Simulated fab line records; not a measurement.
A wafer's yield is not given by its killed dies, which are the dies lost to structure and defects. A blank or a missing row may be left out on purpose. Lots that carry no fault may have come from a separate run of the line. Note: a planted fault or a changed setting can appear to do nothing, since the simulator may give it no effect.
fab line records	flow sky130
[record] lots = 11	wafers = 33	lastDay = 50
route steps=708 shown VT_ADJUST_LVTN@115 VT_ADJUST_NCORE@126 LDD_N@245 LDD_HVP@287 PAD_OPEN@708
lots that met no fault: from a run of the same line without faults
startH: start of the lot's first displayed wafer, in hours after the record's first day	waitH: hours since the lot's step before	" identical to the entry in the row above	L1.1+2: several wafers, shown together as one row	- either no value or no given start	* or withheld: withheld	< > ~ a bound
route shown NAME@n: NAME is a module with steps in the file, n the number in the route of the first one	usual: mean and standard deviation over wafers with no fault	same: alike in all rows	chamber/n: place in a boat	sites: each site's reading	_std_site: the standard deviation of these	_edge_site: the outer-site mean with the inner-site mean subtracted	radiusMm: how far each site lies from the wafer's centre	mask NAME#n: copy n	behind: the tool/chamber that last shaped the wafer	hold: why the lot was held/for how many hours/how that ended	device: names the non-switching transistor (n, p or np)	end of line: the tests these same wafers got at the end of their route	where a step has no rows: the recipe by itself	killed: at the first sort, the dies lost to defects and structure; wafer yield is something else	map: a wafer's dies, x killed, . not, _ none there
set.NAME: the setting as run; set.NAME@STEP: as run at that earlier step	model.NAME: the simulator's own value behind a step, which no gauge read
the route's steps for a sample of lots (tables are steps, rows are wafers)
services: from which hour (startH, from the record's first day; less than 0 if before it) a tool's chamber was out of use, for how many hours, and why
[[steps]]
[step SKY_VT_ADJUST_LVTN_OVL_MEAS_18]
[usual] VT_ADJUST_LVTN_01_OVL = 0.2/1.3
lot.wafer	tool	chamber	startH	waitH	VT_ADJUST_LVTN_01_OVL[nm]
L366.1	overlay-02	-	164.05	0.1	0.2
L366.5	"	-	"	"	-0.6
L366.6	"	-	"	"	0.7
L369.1	overlay-02	-	182.65	0.1	-1.7
L369.2	"	-	"	"	-0.6
L369.4	"	-	"	"	-2.0
L370.1	overlay-02	-	188.46	0.1	-0.4
L370.2	"	-	"	"	-0.9
L370.4	"	-	"	"	-0.9
L372.1	overlay-01	-	199.65	0.1	1.2
L372.2	"	-	"	"	-0.3
L372.5	"	-	"	"	0.0
L373.2	overlay-02	-	207.80	0.1	0.1
L373.3	"	-	"	"	-1.4
L373.5	"	-	"	"	-1.0
L378.2	overlay-02	-	240.10	0.1	-0.6
L378.4	"	-	"	"	1.1
L378.5	"	-	"	"	0.9
L379.1	overlay-01	-	244.46	0.1	0.3
L379.3	"	-	"	"	-0.3
L379.4	"	-	"	"	0.0
L381.3	overlay-02	-	270.01	0.1	-1.2
L381.5	"	-	"	"	2.1
L381.6	"	-	"	"	1.1
L382.3	overlay-01	-	270.73	0.1	-0.1
L382.5	"	-	"	"	0.4
L382.6	"	-	"	"	-1.0
L387.1	overlay-02	-	307.50	0.1	-0.4
L387.4	"	-	"	"	-1.8
L387.5	"	-	"	"	-0.6
L388.2	overlay-02	-	309.80	0.1	0.2
L388.3	"	-	"	"	-0.5
L388.6	"	-	"	"	0.0
[step SKY_VT_ADJUST_NCORE_CD_MEAS_07]
[recipe] targetCdNm = 380
[usual] cdNm = 380.1/2.7
lot.wafer	tool	chamber	startH	waitH	cdNm
L366.1	cdSem-01	-	183.75	0.1	381.9
L366.5	"	-	"	"	379.2
L366.6	"	-	"	"	379.5
L369.1	cdSem-01	-	204.15	0.1	382.8
L369.2	"	-	"	"	387.1
L369.4	"	-	"	"	378.7
L370.1	cdSem-02	-	210.45	0.1	379.2
L370.2	"	-	"	"	382.2
L370.4	"	-	"	"	381.6
L372.1	cdSem-01	-	221.63	0.1	380.3
L372.2	"	-	"	"	380.0
L372.5	"	-	"	"	379.6
L373.2	cdSem-02	-	230.52	0.1	377.9
L373.3	"	-	"	"	379.3
L373.5	"	-	"	"	378.5
L378.2	cdSem-01	-	263.23	0.1	380.5
L378.4	"	-	"	"	379.2
L378.5	"	-	"	"	379.4
L379.1	cdSem-01	-	267.93	0.1	383.9
L379.3	"	-	"	"	382.9
L379.4	"	-	"	"	385.3
L381.3	cdSem-02	-	295.32	0.1	376.0
L381.5	"	-	"	"	377.3
L381.6	"	-	"	"	379.8
L382.3	cdSem-02	-	296.09	0.1	385.8
L382.5	"	-	"	"	384.5
L382.6	"	-	"	"	384.6
L387.1	cdSem-01	-	333.26	0.1	381.1
L387.4	"	-	"	"	379.1
L387.5	"	-	"	"	381.0
L388.2	cdSem-01	-	337.47	0.1	379.9
L388.3	"	-	"	"	380.1
L388.6	"	-	"	"	379.2
[step SKY_LDD_N_IMPLANT_08]
[recipe] species = As	energyKev = 20	doseCm2 = 7.5e+13	tiltDeg = withheld	rotationDeg = 23
[usual] beamOnS = 10.01/0.21	faradayCurrentUA = 422/8.3
[same] implantIonAmu = 75
lot.wafer	tool	chamber	startH	waitH	beamOnS	faradayCurrentUA
L366.1	implanter-03	0	403.40	0.0	10.33	409
L366.5	"	0	"	"	10.31	410
L366.6	"	0	"	"	9.94	426
L369.1	implanter-03	0	427.37	0.1	10.27	412
L369.2	"	0	"	"	9.99	423
L369.4	"	0	"	"	10.04	421
L370.1	implanter-04	0	438.98	0.0	10.10	418
L370.2	"	0	"	"	9.82	432
L370.4	"	0	"	"	9.68	435
L372.1	implanter-03	0	453.65	0.0	10.36	408
L372.2	"	0	"	"	10.05	419
L372.5	"	0	"	"	9.81	431
L373.2	implanter-03	0	469.97	0.0	10.20	415
L373.3	"	0	"	"	10.02	422
L373.5	"	0	"	"	9.76	430
L378.2	implanter-03	0	507.77	0.0	10.04	422
L378.4	"	0	"	"	9.90	427
L378.5	"	0	"	"	9.96	425
L378.2	implanter-03	0	508.09	0.3	10.36	407
L378.4	"	0	"	"	10.22	415
L378.5	"	0	"	"	10.37	408
L379.1	implanter-04	0	513.52	0.0	10.18	416
L379.3	"	0	"	"	10.10	420
L379.4	"	0	"	"	9.91	427
L381.3	implanter-01	0	545.22	0.1	10.23	412
L381.5	"	0	"	"	9.76	432
L381.6	"	0	"	"	10.38	408
L381.3	implanter-01	0	545.53	0.3	10.00	421
L381.5	"	0	"	"	9.84	431
L381.6	"	0	"	"	10.10	422
L382.3	implanter-04	0	545.52	0.1	10.32	409
L382.5	"	0	"	"	10.28	413
L382.6	"	0	"	"	9.90	427
L387.1	implanter-01	0	585.12	0.0	10.07	419
L387.4	"	0	"	"	10.15	416
L387.5	"	0	"	"	10.48	402
L387.1	implanter-01	0	585.43	0.3	10.04	421
L387.4	"	0	"	"	9.98	425
L387.5	"	0	"	"	9.97	426
L388.2	implanter-04	0	590.84	0.0	9.82	431
L388.3	"	0	"	"	10.17	414
L388.6	"	0	"	"	9.75	433
[step SKY_LDD_N_STRIP_16]
[recipe] chemistry = O2/N2	powerW = 1400	pressureMtorr = 1500	platenTempC = withheld	o2FlowSccm = 3000	n2FlowSccm = 300	overashFraction = 0.5
[usual] drypumpMotorCurrentA = 6.2/0.45	oesProductAu = 0.407/0.0049	stripTimeToEndpointS = 4.308/0.014
lot.wafer	tool	chamber	startH	waitH	drypumpMotorCurrentA	oesProductAu	rfHoursCounterH	stripTimeToEndpointS
L366.1	plasmaAsher-01	0	404.60	0.1	5.5	0.423	73	4.324
L366.5	"	1	"	"	6.2	0.413	-	4.325
L366.6	"	0	"	"	5.5	0.400	-	4.308
L369.1	plasmaAsher-02	1	428.57	0.1	6.2	0.405	62	4.316
L369.2	"	0	"	"	6.3	0.401	62	4.321
L369.4	"	1	"	"	6.2	0.405	-	4.302
L370.1	plasmaAsher-01	1	440.18	0.1	6.3	0.415	75	4.315
L370.2	"	0	"	"	5.4	0.405	75	4.310
L370.4	"	1	"	"	6.3	0.411	-	4.303
L372.1	plasmaAsher-03	1	454.85	0.1	6.8	0.402	3	4.305
L372.2	"	0	"	"	5.8	0.405	3	4.323
L372.5	"	0	"	"	5.8	0.406	-	4.314
L373.2	plasmaAsher-02	0	471.15	0.1	6.3	0.413	64	4.303
L373.3	"	0	"	"	6.2	0.409	-	4.307
L373.5	"	0	"	"	6.3	0.405	-	4.312
L378.2	plasmaAsher-01	0	509.27	0.1	5.4	0.402	80	4.511
L378.4	"	0	"	"	5.4	0.411	-	4.497
L378.5	"	1	"	"	6.3	0.409	-	4.524
L379.1	plasmaAsher-01	0	514.72	0.1	5.4	0.400	80	4.280
L379.3	"	0	"	"	5.4	0.408	-	4.285
L379.4	"	1	"	"	6.3	0.412	-	4.289
L382.3	plasmaAsher-01	1	546.70	0.1	6.3	0.401	-	4.319
L382.5	"	0	"	"	5.5	0.404	-	4.294
L382.6	"	1	"	"	6.2	0.409	-	4.318
L381.3	plasmaAsher-03	0	546.72	0.1	5.8	0.413	-	4.519
L381.5	"	1	"	"	6.8	0.415	-	4.518
L381.6	"	0	"	"	5.7	0.404	-	4.509
L387.1	plasmaAsher-03	1	586.77	0.3	6.8	0.403	18	4.521
L387.4	"	1	"	"	6.8	0.400	-	4.515
L387.5	"	1	"	"	6.8	0.408	-	4.528
L388.2	plasmaAsher-02	1	592.02	0.1	6.2	0.407	77	4.306
L388.3	"	1	"	"	6.2	0.403	-	4.312
L388.6	"	0	"	"	6.3	0.410	-	4.313
[step SKY_LDD_N_TW_MEAS_17]
[usual] LDD_N_TW = 2594/43
lot.wafer	tool	chamber	startH	waitH	LDD_N_TW
L366.1	filmMetro-03	-	404.70	0.1	2641
L366.5	"	-	"	"	2645
L366.6	"	-	"	"	2653
L369.1	filmMetro-03	-	428.67	0.1	2643
L369.2	"	-	"	"	2642
L369.4	"	-	"	"	2640
L370.1	filmMetro-01	-	440.30	0.1	2569
L370.2	"	-	"	"	2564
L370.4	"	-	"	"	2565
L372.1	filmMetro-03	-	454.95	0.1	2637
L372.2	"	-	"	"	2633
L372.5	"	-	"	"	2638
L373.2	filmMetro-01	-	471.26	0.1	2545
L373.3	"	-	"	"	2549
L373.5	"	-	"	"	2544
L378.2	filmMetro-03	-	509.38	0.1	2742
L378.4	"	-	"	"	2750
L378.5	"	-	"	"	2740
L379.1	filmMetro-03	-	514.82	0.1	2657
L379.3	"	-	"	"	2648
L379.4	"	-	"	"	2661
L382.3	filmMetro-03	-	546.79	0.1	2634
L382.5	"	-	"	"	2645
L382.6	"	-	"	"	2637
L381.3	filmMetro-01	-	546.80	0.1	2661
L381.5	"	-	"	"	2666
L381.6	"	-	"	"	2665
L387.1	filmMetro-03	-	586.87	0.1	2750
L387.4	"	-	"	"	2758
L387.5	"	-	"	"	2767
L387.1	filmMetro-03	-	587.14	0.3	2763
L387.4	"	-	"	"	2755
L387.5	"	-	"	"	2757
L388.2	filmMetro-04	-	592.13	0.1	2563
L388.3	"	-	"	"	2544
L388.6	"	-	"	"	2565
[step SKY_LDD_HVP_STRIP_09]
[recipe] chemistry = O2/N2	powerW = 1400	pressureMtorr = 1500	platenTempC = withheld	o2FlowSccm = 3000	n2FlowSccm = 300	overashFraction = 0.5
[usual] drypumpMotorCurrentA = 5.6/0.5	oesProductAu = 0.408/0.0044	stripTimeToEndpointS = 4.133/0.014
lot.wafer	tool	chamber	startH	waitH	drypumpMotorCurrentA	oesProductAu	rfHoursCounterH	stripTimeToEndpointS
L366.1	plasmaAsher-01	0	498.45	0.1	5.4	0.409	78	4.115
L366.5	"	0	"	"	5.5	0.409	-	4.138
L366.6	"	1	"	"	6.3	0.401	-	4.128
L369.1	plasmaAsher-01	1	522.23	0.1	6.3	0.408	81	4.117
L369.2	"	0	"	"	5.4	0.410	81	4.103
L369.4	"	1	"	"	6.3	0.408	-	4.111
L370.1	plasmaAsher-02	1	534.20	0.1	6.2	0.406	71	4.114
L370.2	"	0	"	"	6.2	0.402	71	4.124
L370.4	"	1	"	"	6.2	0.411	-	4.112
L372.1	plasmaAsher-04	1	547.53	0.1	5.4	0.413	45	4.143
L372.2	"	0	"	"	5.0	0.405	45	4.132
L372.5	"	1	"	"	5.4	0.416	-	4.131
L373.2	plasmaAsher-01	1	563.64	0.1	6.2	0.402	85	4.128
L373.3	"	1	"	"	6.3	0.413	-	4.130
L373.5	"	0	"	"	5.5	0.408	-	4.140
L378.2	plasmaAsher-04	0	599.23	0.1	5.0	0.405	50	4.124
L378.4	"	0	"	"	5.0	0.416	-	4.132
L378.5	"	0	"	"	5.0	0.401	-	4.135
L379.1	plasmaAsher-02	0	604.83	0.1	6.3	0.414	79	4.166
L379.3	"	1	"	"	6.2	0.415	-	4.157
L379.4	"	0	"	"	6.3	0.415	-	4.147
L381.3	plasmaAsher-02	1	635.62	0.1	6.2	0.402	-	4.145
L381.5	"	1	"	"	6.2	0.405	-	4.142
L381.6	"	0	"	"	6.2	0.406	-	4.139
L382.3	plasmaAsher-04	1	636.33	0.1	5.4	0.409	-	4.122
L382.5	"	0	"	"	5.0	0.399	-	4.133
L382.6	"	1	"	"	5.4	0.406	-	4.133
L387.1	plasmaAsher-04	0	673.40	0.1	5.0	0.417	57	4.140
L387.4	"	1	"	"	5.4	0.403	-	4.143
L387.5	"	0	"	"	5.0	0.417	-	4.144
L388.2	plasmaAsher-04	0	678.05	0.1	5.0	0.408	58	4.141
L388.3	"	0	"	"	5.0	0.414	-	4.150
L388.6	"	0	"	"	5.0	0.408	-	4.135
[step SKY_PAD_OPEN_PROBE_99]
[usual] killed_at_M0_to_M3 = 44/7.4	killed_at_M4_up = 3.2/1.8	killedAtContacts = 25/5.2	killedAtFrontEnd = 15/4.5	killedAtOther = 0.2/0.43	killedDies = 87/9.6	killedOpen = 48/7.6	killedShort = 40/5.7
[same] grossDies = 492	killedAtBackSide = 0
lot.wafer	tool	chamber	startH	waitH	killed_at_M0_to_M3	killed_at_M4_up	killedAtContacts	killedAtFrontEnd	killedAtOther	killedDies	killedOpen	killedShort
L388.2	prober-01	-	1194.28	0.1	46	5	18	16	0	85	48	37
L388.3	prober-01	-	1194.33	0.2	40	6	23	10	0	79	42	37
L388.6	prober-01	-	1194.48	0.2	39	6	29	19	0	93	46	47
// killed by level:class
L388.2 VIA1:geometricParticle:open=11 VIA2:geometricParticle:open=9 LI_CONTACT:geometricParticle:open=6 CONTACT:geometricParticle:open=5 METAL2:geometricParticle:short=5 VIA3:geometricParticle:open=5 POLY_GATE:geometricParticle:short=4 METAL3:geometricParticle:short=4
L388.3 VIA1:geometricParticle:open=9 VIA3:geometricParticle:open=9 VIA1:geometricParticle:short=7 CONTACT:geometricParticle:short=5 LOCAL_INTERCONNECT:geometricParticle:short=5 CONTACT:geometricParticle:open=5 VIA2:geometricParticle:open=5 METAL4:geometricParticle:short=5
L388.6 METAL1:geometricParticle:short=11 CONTACT:geometricParticle:open=9 VIA1:geometricParticle:open=9 LI_CONTACT:geometricParticle:open=6 POLY_GATE:geometricParticle:open=6 CONTACT:geometricParticle:short=6 FIELD_ISO:geometricParticle:short=5 METAL4:geometricParticle:short=5
[[services]]
tool	chamber	startH	hours	kind
plasmaAsher-03	-	386.08	3.9	repair
implanter-03	-	386.71	0.6	repair
implanter-03	-	413.66	2.5	repair
plasmaAsher-01	-	414.34	14.6	pm
plasmaAsher-03	-	421.25	9.0	pm
plasmaAsher-03	0	421.25	9.0	ventCycle
plasmaAsher-03	1	421.25	9.0	ventCycle
implanter-01	-	421.62	6.3	repair
implanter-04	-	425.81	2.3	repair
plasmaAsher-03	0	430.25	-	clean
plasmaAsher-02	-	439.47	21.2	repair
plasmaAsher-01	-	453.33	28.1	pm
implanter-03	-	472.28	2.7	repair
implanter-01	-	494.73	2.1	repair
implanter-03	-	548.98	1.3	repair
implanter-01	-	563.70	2.6	repair
plasmaAsher-01	-	578.55	27.1	pm
implanter-01	-	587.05	2.6	repair
implanter-03	-	595.74	2.9	repair
implanter-01	-	596.14	0.8	repair
implanter-04	-	603.33	3.3	pm
implanter-03	-	618.10	1.5	repair
implanter-01	-	638.60	2.3	repair
plasmaAsher-02	-	675.19	1.7	repair
[[key]]
[firstSign] step = SKY_LDD_N_IMPLANT_08	reading = visit	direction = added
[effect] step = SKY_LDD_N_STRIP_16	reading = stripTimeToEndpointS	direction = up	sigmas = 15	usual = *	struck = *
[effect] step = SKY_LDD_N_TW_MEAS_17	reading = LDD_N_TW	direction = up	sigmas = 3	usual = 2594	struck = 2722
metAt SKY_LDD_N_IMPLANT_08
struckLots L378,L381,L387
testerLeftOut L378,L381,L387
notActingAt SKY_VT_ADJUST_LVTN_OVL_MEAS_18,SKY_VT_ADJUST_NCORE_CD_MEAS_07,SKY_LDD_HVP_STRIP_09
[fault] kind = repeatedStepWhole	tool = implanter-01,implanter-03,implanter-04	chamber = -	onsetH = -	steps = SKY_LDD_N_IMPLANT_08	times = 1	scope = struckLotsOnly
// testerLeftOut: of these lots the tester's yield and bins aren't shown, on N5 and GAA mostly nor the transistor test; their killed dies are dies lost to structure and defects alone, not to doping, threshold or leakage, so they don't give the yield
